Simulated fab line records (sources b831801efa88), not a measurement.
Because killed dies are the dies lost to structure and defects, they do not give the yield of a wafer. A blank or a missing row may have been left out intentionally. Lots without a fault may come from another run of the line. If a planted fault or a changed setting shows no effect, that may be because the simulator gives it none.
fab line records | flow sky130
[record] lots = 14 | wafers = 42 | last_day = 50
route steps=708 shown VIA1@470 METAL2@487
lots that met no fault: taken from a fault-free run of the same line
start_h: hours from the record's opening day to when the first of the lot's shown wafers began | wait_h: hours since the lot's step before | " the same as in the row above | L1.1+2: one row covering several wafers at once | - no value present, or no start provided | * or withheld: withheld | < > ~ a bound
route shown NAME@n: NAME is a module with steps in the file, n the number in the route of the first one | usual: mean/standard deviation of fault-free wafers | same: alike in all rows | chamber/n: place in a boat | sites: per-site readings | _std_site: standard deviation across them | _edge_site: the outer-site mean with the inner-site mean subtracted | radius_mm: how far each site lies from the wafer's centre | mask NAME#n: copy n | behind: tool/chamber where the wafer was last shaped | hold: why the lot was held/for how many hours/how that ended | device: names the non-switching transistor (n, p or np) | end of line: the tests these same wafers got at the end of their route | a step given without rows: its recipe and nothing more | killed: the dies lost at the first sort to structure and to defects; this is not the yield of the wafer | map: dies across one wafer; x = killed, . = not, _ = none there
set.NAME: the setting as run; set.NAME@STEP: as run at that earlier step | model.NAME: the simulator's own value behind a step, which no gauge read
steps of the route over a sample of lots; a table a step, a row a wafer
services: from which hour (start_h, from the record's first day; less than 0 if before it) a tool's chamber was out of use, for how many hours, and why
[[steps]]
[step SKY_VIA1_CD_MEAS_12]
[recipe] target_cd_nm = 150
[usual] cd_nm = 150.1/1.6
lot.wafer | tool      | chamber | start_h | wait_h | cd_nm
L245.3    | cd_sem-01 | -       | 795.96  | -      | 149.3
L245.4    | "         | -       | "       | "      | 146.2
L245.6    | "         | -       | "       | "      | 147.8
L254.1    | cd_sem-02 | -       | 852.09  | -      | 149.5
L254.3    | "         | -       | "       | "      | 150.1
L254.5    | "         | -       | "       | "      | 150.0
L255.1    | cd_sem-02 | -       | 858.74  | -      | 149.0
L255.2    | "         | -       | "       | "      | 149.7
L255.6    | "         | -       | "       | "      | 149.1
L258.3    | cd_sem-02 | -       | 877.68  | -      | 150.6
L258.4    | "         | -       | "       | "      | 151.0
L258.6    | "         | -       | "       | "      | 150.2
L259.1    | cd_sem-02 | -       | 882.47  | -      | 151.7
L259.4    | "         | -       | "       | "      | 152.8
L259.6    | "         | -       | "       | "      | 153.7
L260.1    | cd_sem-01 | -       | 899.54  | -      | 149.6
L260.5    | "         | -       | "       | "      | 150.4
L260.6    | "         | -       | "       | "      | 150.1
L261.1    | cd_sem-02 | -       | 901.89  | -      | 150.2
L261.3    | "         | -       | "       | "      | 151.3
L261.6    | "         | -       | "       | "      | 152.1
L262.3    | cd_sem-02 | -       | 911.38  | -      | 146.5
L262.4    | "         | -       | "       | "      | 148.4
L262.6    | "         | -       | "       | "      | 147.3
L263.1    | cd_sem-02 | -       | 918.72  | -      | 151.9
L263.4    | "         | -       | "       | "      | 150.1
L263.5    | "         | -       | "       | "      | 150.3
L264.2    | cd_sem-01 | -       | 923.06  | -      | 150.0
L264.5    | "         | -       | "       | "      | 149.3
L264.6    | "         | -       | "       | "      | 150.4
L265.1    | cd_sem-01 | -       | 940.24  | -      | 151.4
L265.2    | "         | -       | "       | "      | 152.2
L265.6    | "         | -       | "       | "      | 152.3
L266.1    | cd_sem-02 | -       | 954.98  | -      | 151.2
L266.4    | "         | -       | "       | "      | 151.9
L266.6    | "         | -       | "       | "      | 150.0
L268.3    | cd_sem-01 | -       | 958.13  | -      | 149.2
L268.5    | "         | -       | "       | "      | 149.4
L268.6    | "         | -       | "       | "      | 149.2
L267.2    | cd_sem-02 | -       | 959.41  | -      | 151.7
L267.5    | "         | -       | "       | "      | 151.9
L267.6    | "         | -       | "       | "      | 151.1
[step SKY_VIA1_CMP_24]
[recipe] stop_on = SiO2 | t_overpolish_s = 15 | down_force_psi = 3.5 | platen_rpm = 60 | target_thk_nm = 0 | pad_velocity_m_s = 0.94248
[usual] motor_current_A = 11.1/0.75 | overpolish_run_s = 14.999/0.0087 | platen_rpm = 60.00/0.042 | time_to_endpoint_s = 64/3.2
lot.wafer | tool   | chamber | start_h | wait_h | motor_current_A | overpolish_run_s | platen_rpm | time_to_endpoint_s
L245.3    | cmp-02 | 1       | 797.09  | 0.0    | 10.6            | 15.003           | 59.94      | 63
L245.4    | "      | 2       | "       | "      | 12.3            | 15.005           | 59.96      | 68
L245.6    | "      | 1       | "       | "      | 11.0            | 14.999           | 59.99      | 63
L254.3    | cmp-01 | 0       | 853.52  | 0.3    | 10.0            | 15.019           | 60.04      | 58
L254.1    | "      | 1       | "       | "      | 12.2            | 15.018           | 60.05      | 58
L254.5    | "      | 0       | "       | "      | 10.7            | 14.993           | 59.96      | 54
L255.1    | cmp-02 | 3       | 859.94  | 0.1    | 11.4            | 14.995           | 59.99      | 69
L255.2    | "      | 0       | "       | "      | 10.9            | 15.006           | 60.02      | 70
L255.6    | "      | 3       | "       | "      | 11.3            | 14.999           | 59.98      | 70
L258.3    | cmp-02 | 1       | 879.20  | 0.1    | 10.8            | 14.995           | 59.96      | 65
L258.4    | "      | 3       | "       | "      | 11.0            | 15.008           | 60.02      | 62
L258.6    | "      | 0       | "       | "      | 11.3            | 15.004           | 60.00      | 64
L259.1    | cmp-02 | 2       | 883.78  | 0.1    | 11.8            | 15.001           | 60.06      | 64
L259.4    | "      | 0       | "       | "      | 11.4            | 15.010           | 60.03      | 62
L259.6    | "      | 3       | "       | "      | 11.1            | 15.001           | 59.98      | 67
L260.1    | cmp-02 | 0       | 900.87  | 0.2    | 10.7            | 15.004           | 60.01      | 64
L260.6    | "      | 1       | "       | "      | 10.9            | 14.998           | 59.99      | 64
L260.5    | "      | 2       | "       | "      | 12.0            | 14.999           | 59.93      | 68
L261.3    | cmp-01 | 3       | 903.11  | 0.1    | 10.9            | 14.988           | 59.92      | 62
L261.1    | "      | 1       | "       | "      | 11.6            | 15.013           | 60.01      | 63
L261.6    | "      | 2       | "       | "      | 10.2            | 14.999           | 60.02      | 66
L262.3    | cmp-01 | 1       | 912.57  | 0.1    | 11.7            | 15.007           | 59.99      | 65
L262.4    | "      | 2       | "       | "      | 10.1            | 15.006           | 60.04      | 62
L262.6    | "      | 0       | "       | "      | 9.9             | 15.009           | 60.03      | 61
L263.1    | cmp-02 | 2       | 920.02  | 0.1    | 12.7            | 14.997           | 60.04      | 69
L263.4    | "      | 3       | "       | "      | 10.9            | 15.008           | 59.95      | 70
L263.5    | "      | 2       | "       | "      | 12.2            | 15.004           | 59.97      | 68
L264.2    | cmp-02 | 0       | 924.39  | 0.2    | 11.3            | 15.012           | 60.04      | 64
L264.5    | "      | 1       | "       | "      | 10.8            | 15.006           | 60.00      | 67
L264.6    | "      | 2       | "       | "      | 12.9            | 14.995           | 59.97      | 67
L265.1    | cmp-02 | 0       | 941.41  | 0.1    | 11.5            | 14.999           | 60.04      | 63
L265.2    | "      | 3       | "       | "      | 10.8            | 14.993           | 60.01      | 70
L265.6    | "      | 0       | "       | "      | 11.0            | 14.998           | 59.97      | 65
L266.1    | cmp-01 | 2       | 956.15  | 0.1    | 10.2            | 15.003           | 59.93      | 61
L266.4    | "      | 1       | "       | "      | 12.4            | 14.991           | 59.93      | 64
L266.6    | "      | 2       | "       | "      | 10.1            | 15.004           | 59.95      | 64
L268.3    | cmp-01 | 1       | 959.32  | 0.1    | 11.7            | 14.998           | 59.94      | 64
L268.6    | "      | 0       | "       | "      | 10.6            | 15.002           | 60.02      | 62
L268.5    | "      | 1       | "       | "      | 12.2            | 14.981           | 59.96      | 63
L267.2    | cmp-02 | 0       | 960.71  | 0.2    | 11.0            | 14.996           | 60.03      | 69
L267.6    | "      | 1       | "       | "      | 10.7            | 15.002           | 60.00      | 71
L267.5    | "      | 2       | "       | "      | 12.5            | 14.991           | 60.01      | 70
[step SKY_METAL2_SPUTTER_04]
[recipe] material = TiN | target_thk_nm = 70 | power_w = 6500 | time_s = 58.3 | chamber_pressure_pa = 0.4
[usual] throttle_valve_pct = 30.0/1.2
lot.wafer | tool           | chamber | start_h | wait_h | throttle_valve_pct
L245.3    | pvd_sputter-03 | -       | 797.49  | 0.0    | 28.8
L245.4    | "              | -       | "       | "      | 29.3
L245.6    | "              | -       | "       | "      | 31.4
L254.1    | pvd_sputter-03 | -       | 853.86  | 0.0    | 28.6
L254.3    | "              | -       | "       | "      | 31.1
L254.5    | "              | -       | "       | "      | 31.0
L255.1    | pvd_sputter-03 | -       | 860.33  | 0.0    | 30.7
L255.2    | "              | -       | "       | "      | 31.3
L255.6    | "              | -       | "       | "      | 30.9
L258.3    | pvd_sputter-01 | -       | 879.55  | 0.0    | 29.1
L258.4    | "              | -       | "       | "      | 31.1
L258.6    | "              | -       | "       | "      | 31.3
L259.1    | pvd_sputter-02 | -       | 884.17  | 0.0    | 31.7
L259.4    | "              | -       | "       | "      | 29.1
L259.6    | "              | -       | "       | "      | 31.6
L260.1    | pvd_sputter-01 | -       | 901.11  | 0.0    | 31.3
L260.5    | "              | -       | "       | "      | 29.0
L260.6    | "              | -       | "       | "      | 29.1
L261.1    | pvd_sputter-02 | -       | 903.45  | 0.0    | 28.9
L261.3    | "              | -       | "       | "      | 29.0
L261.6    | "              | -       | "       | "      | 31.3
L262.3    | pvd_sputter-03 | -       | 912.91  | 0.0    | 31.6
L262.4    | "              | -       | "       | "      | 28.5
L262.6    | "              | -       | "       | "      | 29.2
L263.1    | pvd_sputter-03 | -       | 920.41  | 0.0    | 30.8
L263.4    | "              | -       | "       | "      | 28.9
L263.5    | "              | -       | "       | "      | 28.5
L264.2    | pvd_sputter-03 | -       | 924.63  | 0.0    | 31.4
L264.5    | "              | -       | "       | "      | 30.9
L264.6    | "              | -       | "       | "      | 29.5
L265.1    | pvd_sputter-03 | -       | 941.80  | 0.0    | 30.8
L265.2    | "              | -       | "       | "      | 29.4
L265.6    | "              | -       | "       | "      | 31.2
L266.1    | pvd_sputter-03 | -       | 956.54  | 0.0    | 29.2
L266.4    | "              | -       | "       | "      | 30.9
L266.6    | "              | -       | "       | "      | 29.4
L268.3    | pvd_sputter-03 | -       | 959.66  | 0.0    | 30.9
L268.5    | "              | -       | "       | "      | 30.9
L268.6    | "              | -       | "       | "      | 31.0
L267.2    | pvd_sputter-03 | -       | 960.96  | 0.0    | 29.2
L267.5    | "              | -       | "       | "      | 28.9
L267.6    | "              | -       | "       | "      | 31.1
[step SKY_METAL2_STRIP_20]
[recipe] chemistry = O2/N2 | power_w = 1400 | pressure_mtorr = 1500 | platen_temp_c = withheld | o2_flow_sccm = 3000 | n2_flow_sccm = 300 | overash_fraction = 0.5
[usual] chamber_pressure_mTorr = 1499.9/1.4 | drypump_motor_current_A = 5.73/0.25 | oes_product_au = 0.343/0.0046 | strip_time_to_endpoint_s = 2.691/0.027
lot.wafer | tool            | chamber | start_h | wait_h | chamber_pressure_mTorr | drypump_motor_current_A | oes_product_au | rf_hours_counter_h | strip_time_to_endpoint_s
L245.3    | plasma_asher-04 | 1       | 824.35  | 0.1    | 1501.8                 | 5.70                    | 0.341          | -                  | 2.700
L245.4    | "               | 0       | "       | "      | 1502.6                 | 5.70                    | 0.349          | -                  | 2.716
L245.6    | "               | 0       | "       | "      | 1500.2                 | 5.68                    | 0.346          | -                  | 2.689
L254.1    | plasma_asher-04 | 0       | 879.77  | 0.1    | -                      | -                       | -              | -                  | -
L254.3    | "               | 1       | "       | "      | -                      | -                       | -              | -                  | -
L254.5    | "               | 1       | "       | "      | -                      | -                       | -              | -                  | -
L255.1    | plasma_asher-02 | 1       | 886.47  | 0.1    | -                      | -                       | -              | -                  | -
L255.2    | "               | 0       | "       | "      | -                      | -                       | -              | -                  | -
L255.6    | "               | 0       | "       | "      | -                      | -                       | -              | -                  | -
L258.3    | plasma_asher-04 | 1       | 905.56  | 0.1    | 1500.4                 | 5.69                    | 0.336          | -                  | 2.657
L258.4    | "               | 0       | "       | "      | 1501.0                 | 5.70                    | 0.347          | -                  | 2.661
L258.6    | "               | 1       | "       | "      | 1499.6                 | 5.73                    | 0.342          | -                  | 2.690
L259.1    | plasma_asher-04 | 0       | 909.67  | 0.1    | 1500.8                 | 5.71                    | 0.347          | 48                 | 2.729
L259.4    | "               | 0       | "       | "      | 1500.1                 | 5.71                    | 0.336          | -                  | 2.729
L259.6    | "               | 0       | "       | "      | 1501.7                 | 5.70                    | 0.343          | -                  | 2.760
L260.1    | plasma_asher-01 | 0       | 925.97  | 0.1    | 1499.6                 | 5.73                    | 0.346          | 18                 | 2.672
L260.5    | "               | 1       | "       | "      | 1501.6                 | 5.92                    | 0.349          | -                  | 2.689
L260.6    | "               | 0       | "       | "      | 1500.7                 | 5.70                    | 0.334          | -                  | 2.699
L261.1    | plasma_asher-01 | 0       | 928.07  | 0.1    | 1501.6                 | 5.69                    | 0.343          | 18                 | 2.677
L261.3    | "               | 1       | "       | "      | 1501.6                 | 5.92                    | 0.340          | -                  | 2.644
L261.6    | "               | 1       | "       | "      | 1499.9                 | 5.91                    | 0.347          | -                  | 2.674
L262.3    | plasma_asher-04 | 0       | 938.00  | 0.1    | 1499.0                 | 5.70                    | 0.345          | -                  | 2.760
L262.4    | "               | 1       | "       | "      | 1503.1                 | 5.67                    | 0.340          | -                  | 2.692
L262.6    | "               | 0       | "       | "      | 1497.7                 | 5.71                    | 0.345          | -                  | 2.706
L263.1    | plasma_asher-01 | 0       | 944.97  | 0.1    | 1501.6                 | 5.71                    | 0.341          | 20                 | 2.635
L263.4    | "               | 1       | "       | "      | 1499.4                 | 5.91                    | 0.345          | -                  | 2.640
L263.5    | "               | 0       | "       | "      | 1501.4                 | 5.71                    | 0.343          | -                  | 2.623
L264.2    | plasma_asher-02 | 0       | 949.22  | 0.1    | 1499.6                 | 5.29                    | 0.342          | 79                 | 2.714
L264.5    | "               | 1       | "       | "      | 1498.5                 | 6.06                    | 0.342          | -                  | 2.720
L264.6    | "               | 0       | "       | "      | 1500.7                 | 5.27                    | 0.342          | -                  | 2.673
L265.1    | plasma_asher-02 | 0       | 966.17  | 0.1    | 1500.8                 | 5.27                    | 0.341          | 81                 | 2.686
L265.2    | "               | 1       | "       | "      | 1498.9                 | 6.10                    | 0.340          | 81                 | 2.723
L265.6    | "               | 0       | "       | "      | 1499.4                 | 5.23                    | 0.349          | -                  | 2.744
L266.1    | plasma_asher-02 | 0       | 982.56  | 0.1    | 1501.4                 | 5.25                    | 0.346          | 83                 | 2.687
L266.4    | "               | 1       | "       | "      | 1500.4                 | 6.08                    | 0.345          | -                  | 2.690
L266.6    | "               | 0       | "       | "      | 1501.7                 | 5.26                    | 0.345          | -                  | 2.720
L268.3    | plasma_asher-01 | 1       | 983.46  | 0.1    | 1500.3                 | 5.92                    | 0.343          | -                  | 2.635
L268.5    | "               | 1       | "       | "      | 1501.6                 | 5.92                    | 0.341          | -                  | 2.654
L268.6    | "               | 0       | "       | "      | 1498.4                 | 5.69                    | 0.352          | -                  | 2.653
L267.2    | plasma_asher-02 | 1       | 984.57  | 0.1    | 1500.1                 | 6.06                    | 0.333          | 83                 | 2.633
L267.5    | "               | 1       | "       | "      | 1499.6                 | 6.05                    | 0.339          | -                  | 2.628
L267.6    | "               | 0       | "       | "      | 1500.3                 | 5.29                    | 0.339          | -                  | 2.701
[[services]]
tool            | chamber | start_h | hours | kind
cmp-02          | -       | 779.36  | 0.4   | repair
cmp-01          | -       | 780.13  | 12.3  | pm
cmp-02          | -       | 815.39  | 3.4   | repair
pvd_sputter-01  | -       | 827.98  | 10.1  | repair
cmp-02          | -       | 830.64  | 2.1   | repair
cmp-01          | -       | 835.15  | 3.0   | repair
pvd_sputter-01  | -       | 850.88  | 5.4   | repair
cmp-02          | -       | 852.74  | 4.4   | repair
plasma_asher-04 | -       | 860.75  | 1.0   | repair
pvd_sputter-03  | -       | 862.52  | 24.1  | repair
pvd_sputter-02  | -       | 911.20  | 1.0   | repair
cmp-02          | -       | 912.04  | 4.0   | pm
cmp-02          | -       | 916.04  | -     | consumable_replace:conditioner
cmp-02          | -       | 916.04  | -     | consumable_replace:pad
cmp-01          | -       | 922.99  | 6.4   | pm
pvd_sputter-03  | -       | 937.20  | 3.6   | repair
plasma_asher-02 | -       | 939.47  | 6.1   | repair
cmp-02          | -       | 948.74  | 3.8   | repair
pvd_sputter-01  | -       | 969.70  | 1.8   | repair
pvd_sputter-01  | -       | 974.84  | 60.0  | repair
plasma_asher-04 | -       | 983.76  | 3.4   | repair
[[key]]
[first_sign] step = SKY_METAL2_STRIP_20 | reading = tool_record | direction = missing
effect none on later readings
met_at SKY_METAL2_STRIP_20
struck_lots L254,L255
later_rows_left_out L254.1,L254.3,L254.5,L255.1,L255.2,L255.6
sort_left_out L254.1,L254.3,L254.5,L255.1,L255.2,L255.6
not_acting_at SKY_VIA1_CD_MEAS_12,SKY_VIA1_CMP_24,SKY_METAL2_SPUTTER_04
onset_between 824.35 879.77
[fault] kind = skipped_step_whole | tool = plasma_asher-02,plasma_asher-04 | chamber = - | onset_h = 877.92 | steps = SKY_METAL2_STRIP_20 | scope = struck_lots_only
// sort_left_out: the simulated sort isn't trusted on such a fault, so these wafers' sort isn't shown, and their yield isn't known
// later_rows_left_out: the simulator's readings of these wafers behind a module that went badly wrong aren't trusted and aren't shown, but for the sort
